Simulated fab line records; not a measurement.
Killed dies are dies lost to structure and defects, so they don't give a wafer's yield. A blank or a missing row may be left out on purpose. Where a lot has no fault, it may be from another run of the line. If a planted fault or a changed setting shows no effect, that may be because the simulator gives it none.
Comparing a struck lot with a sound one	flow sky130	37 out of 708 route steps
Sound: these wafers, L174.3, L174.4, L174.5. Struck: wafers L165.2, L165.5, L165.6. At the end, the cause is stated.
For every step that has rows: the tool of each side, followed by ch and its chambers, followed by its first start. Under that, the readings that differ: sound wafers	struck wafers	difference of the means	sigmas: that difference in standard deviations of wafers without a fault.
alike: same words and numbers on both sides, and readings whose means sit less than 2 such deviations apart. not compared: any withheld reading, any reading some wafer has no value for, any bound like >300 that may hide the same value, and any number with overlapping values for which the record gives no deviation.
Wherever a step has rows on one side only, a row that says differs or no value, or a row with sigmas, the two part there. Numbers that have no deviation but don't overlap get no sigmas and don't part them. Lack of a reading on every wafer of one side parts them only where that side has two or more wafers.

first, 10 steps without rows for these wafers: SKY_VIA2_CLEAN_18 (cleans in IPA, time 180 s); SKY_VIA2_CLEAN_19 (cleans in O3/DIW); SKY_VIA2_SPUTTER_20 (material TiN, target thk 20 nm, time 80 s); SKY_VIA2_CVD_21 (deposits W, target thk 420 nm, time 126.4 s); SKY_VIA2_CMP_24 (polishes, stops on SiO2, t overpolish 20 s, target thk 0 nm); SKY_METAL3_SPUTTER_00 (material Ti, target thk 15 nm, time 10 s); SKY_METAL3_SPUTTER_01 (material TiN, target thk 20 nm, time 16.7 s); SKY_METAL3_SPUTTER_02 (material AlCu, target thk 735 nm, time 39.1 s); SKY_METAL3_SPUTTER_03 (material Ti, target thk 5 nm, time 3.3 s); SKY_METAL3_SPUTTER_04 (material TiN, target thk 70 nm, time 58.3 s).
SKY_CAPM_CVD_00: deposits SiO2, target thk 15.5 nm.
  sound on pecvd-03 ch 1,2, day 43 07:01; struck on pecvd-04 ch 1,2, day 41 05:28
  alike: heater_power_outer_w, heater_power_w, rf_fwd_power_W
SKY_CAPM_THK_MEAS_01:
  sound on film_metro-02 at day 43 07:03; struck on film_metro-03 at day 41 05:29
reading	sound	struck	difference	sigmas
CAPM_CVD_00_THK (nm)	15.04 15.68 15.33	13.54 13.82 13.78	-1.64	-6
then, 23 steps without rows for these wafers: SKY_CAPM_SPUTTER_02 (material TiN, target thk 200 nm, time 166.7 s); SKY_CAPM_DEHYDRATE_05 (time 60 s); SKY_CAPM_HMDS_06 (prime time 60 s); SKY_CAPM_COAT_07 (resist thk 1140 nm); SKY_CAPM_SOFTBAKE_08 (time 60 s); SKY_CAPM_EXPOSE_09 (exposes mask CAPM, target cd 1000 nm); SKY_CAPM_PEB_10; SKY_CAPM_DEVELOP_11 (develop time 60 s); SKY_CAPM_METAL_ETCH_13 (etches TiN in Cl2/BCl3, stops on SiO2, target depth 220 nm, time 62.9 s); SKY_CAPM_STRIP_14 (strips in O2/N2); SKY_CAPM_STRIP_15 (strips in post etch residue remover, time 1200 s); SKY_CAPM_CLEAN_16 (cleans in IPA, time 180 s); SKY_CAPM_CLEAN_17 (cleans in O3/DIW); SKY_METAL3_DEHYDRATE_05 (time 60 s); SKY_METAL3_HMDS_06 (prime time 60 s); SKY_METAL3_COAT_07 (resist thk 60 nm); SKY_METAL3_COAT_08 (resist thk 1130 nm); SKY_METAL3_SOFTBAKE_09 (time 90 s); SKY_METAL3_EXPOSE_10 (exposes mask MM3, target cd 300 nm); SKY_METAL3_PEB_11; SKY_METAL3_DEVELOP_12 (develop time 60 s); SKY_METAL3_DESCUM_15 (chemistry O2, time 8 s); SKY_METAL3_ETCH_16 (etches BARC in N2/H2, stops on SiO2, time 88.2 s, target depth 60 nm).
-- the record jumps here: 2 days lie between the struck wafers' starts before and after --
SKY_METAL3_ETCH_17: etches SiO2 in C4F8/O2/Ar, stops on TiN, time 3.9 s, target depth 15 nm.
  sound on rie_diel-03 ch 2,3, day 45 04:00; struck on rie_diel-04 ch 1,2,3, day 43 05:58
reading	sound	struck	difference	sigmas
oes_product_au (a.u.)	0.723 0.745 0.736	0.687 0.684 0.704	-0.043	-5
  alike: rf_fwd_power_W
  not compared: rf_hours_counter_h
-- the record jumps here: 6 days lie between the struck wafers' starts before and after (it left off in module METAL3 and takes up again in module PAD_OPEN, whose first step shown is number 708 of the route) --
SKY_PAD_OPEN_PROBE_99:
  sound on prober-01 at day 51 02:51; struck on prober-02 at day 49 15:30
reading	sound	struck	difference	sigmas
model.etest.tester.sort_n_pass	391 398 401	350 355 335	-50	
model.etest.tester.sort_yield_pct (%)	79.47 80.89 81.5	71.14 72.15 68.09	-10.16	
model.etest.tester.sort_bin_5_pct (%)	11.79 10.57 10.77	21.14 20.33 22.36	+10.23	
model.etest.cap_mim.c_ff_um2_rim_less_centre	-0.00369 0.01085 -0.01028	0.787 0.7546 0.7576	+0.767	
model.etest.tester.sort_bin_8_pct (%)	0 0 0	7.495e-05 2.688e-05 5.386e-05	+5.190e-05	
  alike: defect_limited_yield, killed_at_M0_to_M3, killed_at_M4_up, killed_at_contacts, killed_at_front_end, killed_at_other, killed_dies, killed_open, killed_short, model.etest.tester.sort_bin_4_pct

WHERE THEY PART
First at SKY_CAPM_THK_MEAS_01; last, within this record, at SKY_METAL3_ETCH_17. Later steps at which nothing parts them and some readings are alike: SKY_PAD_OPEN_PROBE_99.

WHY: whatever the simulator had introduced
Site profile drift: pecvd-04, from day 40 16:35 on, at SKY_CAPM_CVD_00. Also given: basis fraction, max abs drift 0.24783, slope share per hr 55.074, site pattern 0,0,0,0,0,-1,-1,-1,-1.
